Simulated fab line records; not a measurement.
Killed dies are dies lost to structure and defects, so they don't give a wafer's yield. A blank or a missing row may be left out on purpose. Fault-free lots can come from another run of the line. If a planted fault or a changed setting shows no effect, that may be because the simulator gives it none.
Which tool is to blame? || flow sky130 || 11 lots, 33 wafers sampled, at 2 steps of a route of 708

== WHAT THE GAUGES READ, wafer by wafer ==
SKY_GATE_OXIDE_THK_MEAS_02.
{"lot": "L709", "measured": "day 14 20:02", "on": "filmMetro-04", "GATE_OXIDE_OXIDATION_00_THK (nm)": "10.68 10.58 10.48"}
{"lot": "L712", "measured": "day 15 16:56", "on": "filmMetro-04", "GATE_OXIDE_OXIDATION_00_THK (nm)": "10.39 10.32 10.25"}
{"lot": "L716", "measured": "day 17 11:34", "on": "filmMetro-01", "GATE_OXIDE_OXIDATION_00_THK (nm)": "10.31 10.40 10.45"}
{"lot": "L718", "measured": "day 17 23:16", "on": "filmMetro-01", "GATE_OXIDE_OXIDATION_00_THK (nm)": "10.09 10.26 10.08"}
{"lot": "L719", "measured": "day 18 05:03", "on": "filmMetro-01", "GATE_OXIDE_OXIDATION_00_THK (nm)": "10.09 10.29 10.23"}
{"lot": "L720", "measured": "day 18 05:03", "on": "filmMetro-03", "GATE_OXIDE_OXIDATION_00_THK (nm)": "10.25 10.03 10.34"}
{"lot": "L721", "measured": "day 18 12:55", "on": "filmMetro-03", "GATE_OXIDE_OXIDATION_00_THK (nm)": "10.35 10.30 10.39"}
{"lot": "L723", "measured": "day 19 05:22", "on": "filmMetro-04", "GATE_OXIDE_OXIDATION_00_THK (nm)": "10.12 10.12 10.16"}
{"lot": "L726", "measured": "day 20 03:09", "on": "filmMetro-04", "GATE_OXIDE_OXIDATION_00_THK (nm)": "10.17 10.28 10.17"}
{"lot": "L727", "measured": "day 20 03:10", "on": "filmMetro-01", "GATE_OXIDE_OXIDATION_00_THK (nm)": "10.16 10.26 10.19"}
{"lot": "L728", "measured": "day 20 22:20", "on": "filmMetro-03", "GATE_OXIDE_OXIDATION_00_THK (nm)": "9.91 9.89 9.97"}

== EACH LOT AND THE TOOL THAT RAN IT (in order: tool; ch and the chambers of the sampled wafers; start) ==
{"lot": "L709", "SKY_SONOS_ONO_STRIP_17": "plasmaAsher-03 ch 0,1, day 14 18:24"}
{"lot": "L712", "SKY_SONOS_ONO_STRIP_17": "plasmaAsher-02 ch 0,1, day 15 13:44"}
{"lot": "L716", "SKY_SONOS_ONO_STRIP_17": "plasmaAsher-03 ch 0,1, day 17 09:58"}
{"lot": "L718", "SKY_SONOS_ONO_STRIP_17": "plasmaAsher-02 ch 0,1, day 17 19:36"}
{"lot": "L719", "SKY_SONOS_ONO_STRIP_17": "plasmaAsher-03 ch 0,1, day 18 02:38"}
{"lot": "L720", "SKY_SONOS_ONO_STRIP_17": "plasmaAsher-02 ch 0, day 18 02:50"}
{"lot": "L721", "SKY_SONOS_ONO_STRIP_17": "plasmaAsher-01 ch 0,1, day 18 10:07"}
{"lot": "L723", "SKY_SONOS_ONO_STRIP_17": "plasmaAsher-02 ch 0,1, day 19 02:17"}
{"lot": "L726", "SKY_SONOS_ONO_STRIP_17": "plasmaAsher-02 ch 0,1, day 19 22:55"}
{"lot": "L727", "SKY_SONOS_ONO_STRIP_17": "plasmaAsher-03 ch 0,1, day 20 00:44"}
{"lot": "L728", "SKY_SONOS_ONO_STRIP_17": "plasmaAsher-03 ch 0,1, day 20 18:09"}
- SKY_SONOS_ONO_STRIP_17: strips in O2/N2.

== THE ANSWER, worked out from the rows above alone ==
Rule: usual is defined by the lots themselves. Put in order of their means at a reading, lots are off if they are a third of the lots or fewer, leave a main group of 4 or more, and stand apart from it by a gap of 3 or more times the standard deviation of the main group's means; of several such gaps the widest counts. If all means in a main group match to the digits the tables above print for the reading, that group is not used. A lot without any number at a reading at which 4 lots or more have one is off too. Any other lot the step has rows for is counted as sound.
None of the lots is off at any reading shown; this tells nothing.

== WHAT HAD BEEN PUT IN BY THE SIMULATOR ==
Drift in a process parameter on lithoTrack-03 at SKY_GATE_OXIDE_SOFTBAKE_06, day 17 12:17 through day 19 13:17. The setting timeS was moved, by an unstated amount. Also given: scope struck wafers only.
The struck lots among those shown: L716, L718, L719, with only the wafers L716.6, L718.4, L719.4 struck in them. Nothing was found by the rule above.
